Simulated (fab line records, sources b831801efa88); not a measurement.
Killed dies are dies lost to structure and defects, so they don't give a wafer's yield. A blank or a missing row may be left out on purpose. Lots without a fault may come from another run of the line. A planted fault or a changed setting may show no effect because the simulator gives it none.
Which tool did it? | flow sky130 | 12 lots, 36 wafers sampled, at 7 steps of a route of 708

WHAT THE GAUGES READ, wafer by wafer
SKY_VT_ADJUST_HVTR_CD_MEAS_07: target cd 380 nm.
lot  | measured     | on        | cd_nm (nm)
L299 | day 9 15:45  | cd_sem-01 | 377.9 378.5 375.9
L303 | day 10 14:19 | cd_sem-02 | 378.8 379.8 380.1
L305 | day 11 08:26 | cd_sem-01 | 376.5 376.0 377.2
L306 | day 11 15:12 | cd_sem-02 | 381.8 382.7 382.2
L307 | day 11 18:53 | cd_sem-02 | - - -
L308 | day 12 07:51 | cd_sem-02 | - - -
L309 | day 12 16:26 | cd_sem-02 | - - -
L317 | day 15 07:16 | cd_sem-02 | 377.8 377.1 375.7
L318 | day 15 13:34 | cd_sem-02 | 381.8 379.3 382.2
L319 | day 15 20:21 | cd_sem-01 | 379.5 380.2 381.8
L320 | day 16 01:55 | cd_sem-01 | 380.0 382.3 381.1
L321 | day 16 07:30 | cd_sem-02 | 381.3 381.5 380.5

SKY_VT_ADJUST_PCH_TW_MEAS_10.
lot  | measured     | on            | VT_ADJUST_PCH_TW
L299 | day 10 14:43 | film_metro-04 | 140.9 140.7 141.3
L303 | day 11 13:04 | film_metro-02 | 144.5 143.7 144.3
L305 | day 12 09:46 | film_metro-02 | 143.8 143.9 143.8
L306 | day 12 16:23 | film_metro-03 | 142.0 142.3 142.9
L307 | day 12 19:29 | film_metro-02 | 226.3 224.9 226.2
L308 | day 13 09:20 | film_metro-02 | 227.2 225.3 224.8
L309 | day 13 18:46 | film_metro-03 | 220.8 223.7 222.6
L317 | day 16 11:46 | film_metro-02 | 144.0 143.4 143.6
L318 | day 16 18:42 | film_metro-03 | 144.7 143.7 143.5
L319 | day 17 01:28 | film_metro-03 | 143.1 143.8 143.5
L320 | day 17 07:45 | film_metro-03 | 143.2 143.7 142.9
L321 | day 17 12:04 | film_metro-03 | 143.6 143.6 143.3

SKY_SONOS_TUNNEL_TW_MEAS_12.
lot  | measured     | on            | SONOS_TUNNEL_TW
L299 | day 11 13:07 | film_metro-03 | 196.0 196.2 196.4
L303 | day 12 14:09 | film_metro-02 | 198.9 199.1 198.2
L305 | day 13 11:22 | film_metro-03 | 197.4 196.2 196.6
L306 | day 13 18:37 | film_metro-01 | 198.2 196.5 195.8
L307 | day 13 21:35 | film_metro-01 | 247.8 246.9 249.0
L308 | day 14 11:55 | film_metro-02 | 251.5 251.7 252.3
L309 | day 14 22:11 | film_metro-02 | 252.4 251.5 250.4
L317 | day 17 16:32 | film_metro-03 | 199.0 198.8 199.3
L318 | day 17 23:54 | film_metro-03 | 197.9 197.5 198.0
L319 | day 18 07:32 | film_metro-03 | 197.6 198.3 197.6
L320 | day 18 13:42 | film_metro-03 | 197.4 197.8 199.6
L321 | day 18 18:29 | film_metro-03 | 197.9 198.9 198.1

SKY_METAL1_CD_MEAS_15: target cd 140 nm.
lot  | measured     | on        | cd_nm (nm)
L299 | day 33 00:48 | cd_sem-02 | 141.3 141.2 141.2
L303 | day 34 00:03 | cd_sem-01 | 140.5 138.7 138.3
L305 | day 34 23:02 | cd_sem-01 | 140.3 141.7 141.6
L306 | day 35 08:59 | cd_sem-01 | 141.4 140.9 140.6
L307 | day 35 09:07 | cd_sem-02 | 139.1 138.8 137.6
L308 | day 35 17:02 | cd_sem-02 | 140.5 140.7 142.5
L309 | day 36 11:37 | cd_sem-02 | 142.3 141.8 143.0
L317 | day 38 22:26 | cd_sem-02 | 140.5 140.2 139.9
L318 | day 39 06:10 | cd_sem-02 | 140.4 140.3 140.7
L319 | day 39 16:17 | cd_sem-01 | 140.7 139.5 139.3
L320 | day 40 03:19 | cd_sem-01 | 139.9 140.8 140.3
L321 | day 40 05:42 | cd_sem-01 | 139.4 140.5 140.6

SKY_METAL1_OVL_MEAS_16.
lot  | measured     | on         | METAL1_OVL (nm)
L299 | day 33 00:55 | overlay-01 | 7 -1 -9
L303 | day 34 00:10 | overlay-02 | 2 -5 7
L305 | day 34 23:10 | overlay-01 | -5 5 -11
L306 | day 35 09:07 | overlay-01 | 7 3 -2
L307 | day 35 09:13 | overlay-02 | 0 1 -1
L308 | day 35 17:10 | overlay-02 | 3 3 9
L309 | day 36 11:44 | overlay-02 | 2 -6 -6
L317 | day 38 22:34 | overlay-02 | -2 4 3
L318 | day 39 06:16 | overlay-01 | -8 -8 -3
L319 | day 39 16:24 | overlay-01 | 5 11 8
L320 | day 40 03:26 | overlay-02 | -5 -14 -5
L321 | day 40 05:49 | overlay-02 | -3 -7 -6

WHICH TOOL RAN EACH LOT (tool, then ch and the chambers of the sampled wafers, then the start)
lot  | SKY_VT_ADJUST_HVTR_COAT_02        | SKY_CONTACT_CVD_24
L299 | litho_track-03 ch 0, day 9 04:19  | cvd_w-01 ch 0,1, day 31 20:52
L303 | litho_track-02 ch 0, day 10 02:11 | cvd_w-02 ch 0,1, day 32 20:26
L305 | litho_track-03 ch 0, day 10 21:52 | cvd_w-02 ch 0,1, day 33 19:33
L306 | litho_track-03 ch 0, day 11 02:40 | cvd_w-02 ch 0,1, day 34 05:43
L307 | litho_track-03, day 11 06:07      | cvd_w-01 ch 0,1, day 34 06:03
L308 | litho_track-03, day 11 19:28      | cvd_w-02 ch 0,1, day 34 13:41
L309 | litho_track-03, day 12 04:11      | cvd_w-01 ch 0,1, day 35 08:03
L317 | litho_track-03 ch 0, day 14 17:25 | cvd_w-02 ch 0,1, day 37 19:58
L318 | litho_track-02 ch 0, day 14 23:43 | cvd_w-02 ch 0, day 38 03:53
L319 | litho_track-03 ch 0, day 15 06:22 | cvd_w-02 ch 1, day 38 14:22
L320 | litho_track-02 ch 0, day 15 11:46 | cvd_w-02 ch 0, day 39 01:34
L321 | litho_track-02 ch 0, day 15 16:41 | cvd_w-02 ch 0,1, day 39 03:48
- SKY_VT_ADJUST_HVTR_COAT_02: resist thk 1140 nm.
- SKY_CONTACT_CVD_24: deposits W, target thk 340 nm, time 102.12 s.

WHAT THE TOOLS THEMSELVES READ (means of the sampled wafers that have a number; where no wafer has one, the mark that the record gives instead)
SKY_VT_ADJUST_HVTR_COAT_02.
lot  | tool           | chill_plate_temp_C (C) | dispense_pressure_kPa (kPa)
L299 | litho_track-03 | 22.97                  | 46.6
L303 | litho_track-02 | 23.13                  | 48.7
L305 | litho_track-03 | 23.04                  | 46.6
L306 | litho_track-03 | 23.03                  | 46.6
L307 | litho_track-03 | -                      | -
L308 | litho_track-03 | -                      | -
L309 | litho_track-03 | -                      | -
L317 | litho_track-03 | 22.92                  | 46.6
L318 | litho_track-02 | 23.02                  | 48.6
L319 | litho_track-03 | 23.06                  | 46.6
L320 | litho_track-02 | 23.05                  | 48.6
L321 | litho_track-02 | 22.98                  | 48.6

SKY_CONTACT_CVD_24.
lot  | tool     | heater_power_w (W)
L299 | cvd_w-01 | 880
L303 | cvd_w-02 | 750
L305 | cvd_w-02 | 806
L306 | cvd_w-02 | 803
L307 | cvd_w-01 | 909
L308 | cvd_w-02 | 804
L309 | cvd_w-01 | 888
L317 | cvd_w-02 | 818
L318 | cvd_w-02 | 853
L319 | cvd_w-02 | 709
L320 | cvd_w-02 | 866
L321 | cvd_w-02 | 766

THE ANSWER, worked out from the rows above alone
Rule: what is usual is taken from the lots themselves. Put in order of their means at a reading, lots are off if they are a third of the lots or fewer, leave a main group of 4 or more, and stand apart from it by a gap of 3 or more times the standard deviation of the main group's means; of several such gaps the widest counts. A main group whose means are all the same, to the digits that the tables above print for the reading, isn't used. A lot without any number at a reading at which 4 lots or more have one is off too. The other lots that the step has rows for count as sound. The gauges are gone through in route order, then the tools' own readings, and for those a lot's mean is taken as printed above. The first step at which some lot is off is used, and at that step the reading that is off furthest; a lot without a number counts as furthest.
Off: L307, L308, L309, at SKY_VT_ADJUST_HVTR_CD_MEAS_07 (cd_nm). Without a number there: L307, L308, L309. The main group: mean 379.6 nm, standard deviation 2.
A tool fits if, at a process step before that reading, it ran every lot that is off, and no sound lot after the first of them. The gauges at SKY_VT_ADJUST_HVTR_CD_MEAS_07 aren't tried: what is off there is off at SKY_VT_ADJUST_PCH_TW_MEAS_10 too, on other tools, and a gauge's error can't cause that. None of those tried fits.

WHAT THE SIMULATOR HAD PUT IN
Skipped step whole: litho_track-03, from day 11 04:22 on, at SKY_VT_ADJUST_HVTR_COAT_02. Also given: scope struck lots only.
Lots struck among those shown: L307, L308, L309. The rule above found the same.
